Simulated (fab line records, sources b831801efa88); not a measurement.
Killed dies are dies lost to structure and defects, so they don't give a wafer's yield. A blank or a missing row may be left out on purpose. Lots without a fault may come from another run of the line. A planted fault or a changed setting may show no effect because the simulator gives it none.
Chamber matching | flow sky130 | SKY_CONTACT_HDPCVD_02 on hdpcvd-01: 3 sister chambers
The step deposits SiO2, target thk 565 nm, time 94.2 s. 6 wafers are shown with their chamber, then 7 later ones without.

WAFERS WITH THEIR CHAMBER
wafer  | chamber | run_length_s (s)
L868.1 | 0       | 121.5
L877.1 | 0       | 121.5
L878.2 | 1       | 122.1
L878.4 | 2       | 122.7
L881.3 | 2       | 122.6
L881.4 | 1       | 121.5

WAFERS WITHOUT THEIR CHAMBER
wafer  | run_length_s (s)
L881.6 | 121.4
L882.2 | 121.2
L882.3 | 121.5
L882.5 | 121.6
L883.4 | 121.7
L883.5 | 121.8
L883.6 | 122.3

WHICH CHAMBER EACH WENT THROUGH
wafer  | from the rows above          | in truth
L881.6 | can't be placed: 0 or 1      | 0
L882.2 | can't be placed: 0 or 1      | 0
L882.3 | can't be placed: 0 or 1      | 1
L882.5 | can't be placed: 0 or 1      | 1
L883.4 | can't be placed: 1 or 0      | 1
L883.5 | can't be placed: 1 or 0      | 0
L883.6 | can't be placed: 2 or 1 or 0 | 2
Placed correctly: 0 of 7. Can't be placed from these rows: 7 (the true chamber is among the candidates in 7). Placed wrongly: 0.
How it was worked out, from the rows above alone: a wafer's distance from a chamber is the root of the sum, over the readings, of the square of ((its reading less the chamber's mean) divided by the reading's scatter). The wafer belongs to the nearest chamber; if the next one is less than 2 further off, it can't be placed. A chamber's mean is the mean of its shown wafers. The scatter: the root of (the sum of the squares of (reading less its chamber's mean) over the shown wafers, divided by (wafers less chambers)).
